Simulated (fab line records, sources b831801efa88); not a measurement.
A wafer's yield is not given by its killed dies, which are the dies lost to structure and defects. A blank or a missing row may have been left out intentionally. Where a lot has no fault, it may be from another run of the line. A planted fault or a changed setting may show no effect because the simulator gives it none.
Which tool was responsible? ; flow gf180mcu ; 15 lots, 45 wafers sampled, at 3 steps of a route of 602

WHAT EACH GAUGE READ, for each wafer
GF_POLY_GATE_OVL_MEAS_11. Usual: POLY_GATE_OVL gives 5 nm (standard deviation 4.2).
lot;measured;on;POLY_GATE_OVL (nm);flag
L497;day 9 04:38;overlay-02;2 -1 3;
L500;day 10 00:47;overlay-01;8 4 5;
L502;day 10 17:20;overlay-02;4 8 4;
L503;day 11 00:11;overlay-01;1 16 9;
L504;day 11 03:57;overlay-01;5 2 3;
L505;day 11 11:56;overlay-01;-1 8 2;
L506;day 11 19:23;overlay-02;3 6 6;
L507;day 12 07:00;overlay-01;7 3 6;
L508;day 12 12:05;overlay-01;5 2 13;
L511;day 13 08:05;overlay-01;6 -1 5;
L516;day 14 19:20;overlay-01;-1 6 9;
L517;day 15 01:29;overlay-02;1 4 9;
L518;day 15 09:55;overlay-02;1 6 8;
L519;day 15 13:23;overlay-01;2 3 5;
L520;day 15 22:05;overlay-02;11 -2 4;

WHAT TOOL EACH LOT RAN ON (gives the tool, then ch and the chambers of the sampled wafers, and finally the start)
lot;GF_MVPSD_COAT_02;GF_MVPSD_STRIP_10
L497;lithoTrack-02 ch 0, day 4 18:57;plasmaAsher-03 ch 0,1, day 5 02:42
L500;lithoTrack-02 ch 0, day 5 10:43;plasmaAsher-04 ch 0,1, day 5 18:24
L502;lithoTrack-04 ch 0, day 6 01:58;plasmaAsher-01 ch 0,1, day 6 09:52
L503;lithoTrack-04 ch 0, day 6 07:05;plasmaAsher-03 ch 0,1, day 6 14:49
L504;lithoTrack-04 ch 0, day 6 10:28;plasmaAsher-01 ch 0,1, day 6 18:31
L505;lithoTrack-03 ch 0, day 6 15:37;plasmaAsher-04 ch 0,1, day 6 23:45
L506;lithoTrack-03 ch 0, day 6 21:40;plasmaAsher-04 ch 0,1, day 7 06:06
L507;lithoTrack-03 ch 0, day 7 06:52;plasmaAsher-03 ch 0,1, day 7 14:50
L508;lithoTrack-02 ch 0, day 7 10:45;plasmaAsher-03 ch 0, day 7 19:34
L511;lithoTrack-02 ch 0, day 8 03:19;plasmaAsher-01 ch 0,1, day 8 11:46
L516;lithoTrack-04 ch 0, day 9 09:43;plasmaAsher-03 ch 0,1, day 9 18:50
L517;lithoTrack-02 ch 0, day 9 14:25;plasmaAsher-01 ch 0,1, day 10 00:04
L518;lithoTrack-03 ch 0, day 9 20:37;plasmaAsher-01 ch 0,1, day 10 06:12
L519;lithoTrack-04 ch 0, day 10 00:49;plasmaAsher-01 ch 0,1, day 10 10:12
L520;lithoTrack-04 ch 0, day 10 08:58;plasmaAsher-04 ch 0,1, day 10 18:23
- GF_MVPSD_COAT_02: resist thk 3000 nm.
- GF_MVPSD_STRIP_10: strips in O2/N2.

AS READ BY THE TOOLS THEMSELVES (means over the sampled wafers that have a number; for cases with no such wafer, the mark the record gives instead)
GF_MVPSD_COAT_02. Usual: dispensePressureKPa 52.4 kPa, standard deviation 2.7; resistLineTempC 23.02 C, standard deviation 0.11.
lot;tool;dispensePressureKPa (kPa);resistLineTempC (C);flag
L497;lithoTrack-02;47.6;22.94;
L500;lithoTrack-02;47.6;22.91;
L502;lithoTrack-04;52.6;23.08;
L503;lithoTrack-04;52.6;22.92;
L504;lithoTrack-04;52.6;23.14;
L505;lithoTrack-03;54.8;23.11;
L506;lithoTrack-03;54.8;22.93;
L507;lithoTrack-03;54.8;23.10;
L508;lithoTrack-02;47.5;23.18;
L511;lithoTrack-02;47.6;22.94;
L516;lithoTrack-04;52.6;23.03;
L517;lithoTrack-02;47.6;23.01;
L518;lithoTrack-03;54.7;23.04;
L519;lithoTrack-04;52.6;22.97;
L520;lithoTrack-04;52.6;23.08;

GF_MVPSD_STRIP_10. Usual: drypumpMotorCurrentA 5.7 A, standard deviation 0.55; heaterPowerW 343 W, standard deviation 36; n2FlowSccm 300.0 sccm, standard deviation 1; oesProductAu 0.722 a.u., standard deviation 0.0046; stripTimeToEndpointS 36.99 s, standard deviation 0.091.
lot;tool;drypumpMotorCurrentA (A);heaterPowerW (W);n2FlowSccm (sccm);oesProductAu (a.u.);stripTimeToEndpointS (s);flag
L497;plasmaAsher-03;5.4;410;300.7;0.721;36.88;
L500;plasmaAsher-04;6.1;315;299.9;0.721;37.06;
L502;plasmaAsher-01;5.7;340;299.6;0.727;36.97;
L503;plasmaAsher-03;5.4;388;298.7;0.720;36.94;
L504;plasmaAsher-01;5.3;334;301.1;0.723;36.93;
L505;plasmaAsher-04;5.7;309;299.6;0.722;36.95;
L506;plasmaAsher-04;5.7;308;299.7;0.727;36.86;
L507;plasmaAsher-03;5.4;385;300.0;0.723;37.03;
L508;plasmaAsher-03;5.3;396;300.3;0.723;36.97;
L511;plasmaAsher-01;5.7;343;299.6;0.725;37.04;
L516;plasmaAsher-03;5.4;386;299.7;0.716;26.96;OFF
L517;plasmaAsher-01;5.3;330;300.8;0.718;37.04;
L518;plasmaAsher-01;5.7;338;299.5;0.721;37.02;
L519;plasmaAsher-01;5.7;339;298.9;0.721;31.92;OFF
L520;plasmaAsher-04;5.7;307;300.4;0.721;26.98;OFF

THE ANSWER, worked out from the rows above alone
Rule: a lot counts as off when the mean over its wafers that have a number is more than 3 standard deviations away from the usual mean. A lot without any number at a reading at which 4 lots or more have one is off too. Any other lot the step has rows for is counted as sound. First the gauges in route order, then the tools' own readings, where a lot's mean is used as printed above. At the first step where some lot is off, the reading lying furthest off is the one used; lots without a number count as furthest.
Off at GF_MVPSD_STRIP_10 (stripTimeToEndpointS): L516, L519, L520.
A tool fits if, at that step or a process step before it, it ran every lot that is off, and no sound lot after the first of them. One candidate fits, namely lithoTrack-04 at GF_MVPSD_COAT_02. Its last sound lot is L504 (day 6 10:28), its first lot that is off L516 (day 9 09:43): a fault that began between those two fits.

WHAT HAD BEEN PUT IN BY THE SIMULATOR
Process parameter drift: lithoTrack-04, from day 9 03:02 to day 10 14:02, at GF_MVPSD_COAT_02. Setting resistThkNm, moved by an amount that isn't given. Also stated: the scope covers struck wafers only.
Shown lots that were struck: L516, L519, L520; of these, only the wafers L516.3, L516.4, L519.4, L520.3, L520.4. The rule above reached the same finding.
